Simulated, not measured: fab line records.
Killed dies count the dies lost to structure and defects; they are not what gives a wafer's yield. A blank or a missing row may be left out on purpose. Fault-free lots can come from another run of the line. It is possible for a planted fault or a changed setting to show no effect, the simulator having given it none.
Comparing a struck lot with a sound one || flow sky130 || 15 out of 708 route steps
Sound: wafers L827.1, L827.2, L827.3. Wafers struck: L830.3, L830.5, L830.6. The cause is given at the end.
At each step with rows: each side's tool, then ch and its chambers, then its first start. Under that, the readings that differ: sound wafers || struck wafers || difference of the means || sigmas: that difference in standard deviations of wafers without a fault.
alike: a reading whose means differ by less than 2 such deviations, as well as words and numbers matching on both sides. not compared: withheld readings; readings where some wafer has no value; bounds like >300 that might hide an equal value; numbers whose values overlap and for which the record gives no deviation.
Wherever a step has rows on one side only, a row that says differs or no value, or a row with sigmas, the two part there. When numbers do not overlap yet have no deviation, they are printed without sigmas and do not part them. A reading missing from all wafers of one side parts the sides only when that side holds two or more wafers.

first, 1 step without rows for these wafers: SKY_METAL1_DEVELOP_14 (develop time 60 s).
SKY_METAL1_CD_MEAS_15 targets a cd of 140 nm.
  sound on cd sem-02 at day 35 23:43; struck on cd sem-02 at day 36 13:16
  alike: cd nm
SKY_METAL1_OVL_MEAS_16:
  sound on overlay-01 at day 35 23:50; struck on overlay-01 at day 36 13:21
  alike: METAL1_OVL
SKY_METAL1_DESCUM_17: chemistry O2, time 8 s.
  sound on rie metal-02 ch 0,1, day 35 23:53; struck on rie metal-03 ch 0,1, day 36 13:23
  alike: chamber pressure mTorr, drypump motor current A, oes product au
  not compared: rf hours counter h
SKY_METAL1_ETCH_18: etches BARC in N2/H2, stops on SiO2, time 45.9 s, target depth 60 nm.
  sound on rie metal-02 ch 0,1, day 35 23:55; struck on rie metal-03 ch 0,1, day 36 13:26
  alike: chamber pressure mTorr, drypump motor current A, oes product au, throttle valve pct
  not compared: rf hours counter h
SKY_METAL1_METAL_ETCH_19: etches the open film in Cl2/BCl3, stops on SiO2, target depth 360 nm, time 78 s.
  sound on rie metal-02 ch 0,1, day 35 23:58; struck on rie metal-03 ch 0,1, day 36 13:30
  alike: chamber pressure mTorr, drypump motor current A, oes product au, throttle valve pct
  not compared: rf hours counter h
SKY_METAL1_STRIP_20: strips in O2/N2.
  sound on plasma asher-04 ch 0,1, day 36 00:04; struck on plasma asher-01 ch 0,1, day 36 13:36
  alike: chamber pressure mTorr, drypump motor current A, oes product au, strip time to endpoint s
  not compared: rf hours counter h
then, 4 steps without rows for these wafers: SKY_METAL1_STRIP_21 (strips in post etch residue remover, time 1200 s); SKY_METAL1_CLEAN_22 (cleans in IPA, time 180 s); SKY_METAL1_CLEAN_23 (cleans in O3/DIW); SKY_VIA1_HDPCVD_00 (deposits SiO2, target thk 1030 nm, time 171.7 s).
SKY_VIA1_THK_MEAS_01:
  sound on film metro-03 at day 36 01:07; struck on film metro-01 at day 36 14:20
  alike: VIA1_HDPCVD_THK
SKY_VIA1_CMP_02: polishes SiO2.
  sound on cmp-01 ch 0,2,3, day 36 01:14; struck on cmp-01 ch 0,3, day 36 14:22
  no value came back on the struck wafers for edge zone pressure frac, head pressure psi (psi), motor current A (A); on the sound wafers edge zone pressure frac reads 1.002 0.995 0.997
{"reading": "model.SiO2_of_VIA1_HDPCVD_00.thk nm (nm)", "sound": "344.8 344.5 345.2", "struck": "1036 1035 1038", "difference": "+692", "sigmas": ""}
SKY_VIA1_BOW_MEAS_03:
  sound on film metro-04 at day 36 01:29; struck on film metro-01 at day 36 15:06
{"reading": "VIA1_BOW (um)", "sound": "83 79 84", "struck": "- - -", "difference": "no value on the struck wafers", "sigmas": ""}
  not compared: hold
after that, 1 step had no rows for these wafers: SKY_PAD_OPEN_PROBE_99.

## WHERE THEY PART
First at SKY_VIA1_CMP_02; last, within this record, at SKY_VIA1_BOW_MEAS_03.

WHY: what had been put in by the simulator
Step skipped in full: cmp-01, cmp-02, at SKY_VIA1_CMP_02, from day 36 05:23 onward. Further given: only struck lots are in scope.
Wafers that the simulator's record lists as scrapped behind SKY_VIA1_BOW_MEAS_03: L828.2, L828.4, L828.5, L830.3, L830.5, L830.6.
